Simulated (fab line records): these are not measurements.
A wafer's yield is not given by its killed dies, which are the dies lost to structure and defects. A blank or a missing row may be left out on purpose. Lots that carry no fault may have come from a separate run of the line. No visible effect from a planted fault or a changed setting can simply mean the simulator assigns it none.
A single fault, viewed from 2 desks	flow gf180mcu	each desk has only its own numbers; what lay behind them comes last

== FROM THE METROLOGY DESK ==
Lot by lot, what the gauges showed, no matter which tool ran the lot: averages of those sampled wafers that carry a number. A lot is out of limits, marked OUT, if its mean lies more than 4 standard deviations from the usual mean; the brackets give that distance.
Columns: A = MIM_ALCU_RS at GF_MIM_RS_MEAS_10, usual 0.1608 ohm/sq; B = cd nm at GF_M5_CD_MEAS_07, usual 279.9 nm
lot	first seen here	A	B
L725	day 24 02:43	0.1619	280.0
L728	day 25 16:46	0.1614	280.8
L729	day 26 00:44	0.1627	279.8
L730	day 26 05:58	0.1582	279.2
L732	day 27 01:08	0.1617	279.7
L733	day 27 03:02	0.1613	279.9
L734	day 27 04:50	0.1636	281.6
L735	day 27 11:58	0.1621	278.9
L737	day 28 13:50	0.1626	279.1
L738	day 28 14:35	0.1596	278.9
L739	day 29 01:14	0.1604	279.9
L742	day 29 19:50	0.1602	279.2
L744	day 30 14:41	0.1613	279.9
This desk's finding: nothing out of limits on any of the 13 lots.

== AT THE TOOL OWNER'S DESK: pecvd-01 ==
The tool's own readings at GF_PASSIVATION_CVD_02 (deposits Si3N4, target thk 700 nm, time 486.18 s): means of the sampled wafers that have a number, for each lot that ran on this tool. A lot is out of limits, marked OUT, if its mean lies more than 4 standard deviations from the usual mean; the brackets give that distance.
Columns: A = heater power outer w at GF_PASSIVATION_CVD_02, usual 450 W; B = heater power w at GF_PASSIVATION_CVD_02, usual 749 W
lot	first seen here	A	B
L725	day 27 22:10	465	743
L728	day 29 05:55	408	680
L730	day 29 17:12	399	691
L733	day 30 12:26	438	720
L739	day 32 04:18	422	719
L742	day 32 19:14	398	669
L744	day 33 12:44	402	679
This desk's finding: nothing out of limits on any of the 7 lots.

== TAKEN TOGETHER ==
From the metrology desk's view, nothing was out of limits.
Nothing out of limits was seen by the tool owner's desk.

== WHAT WAS PUT IN BY THE SIMULATOR ==
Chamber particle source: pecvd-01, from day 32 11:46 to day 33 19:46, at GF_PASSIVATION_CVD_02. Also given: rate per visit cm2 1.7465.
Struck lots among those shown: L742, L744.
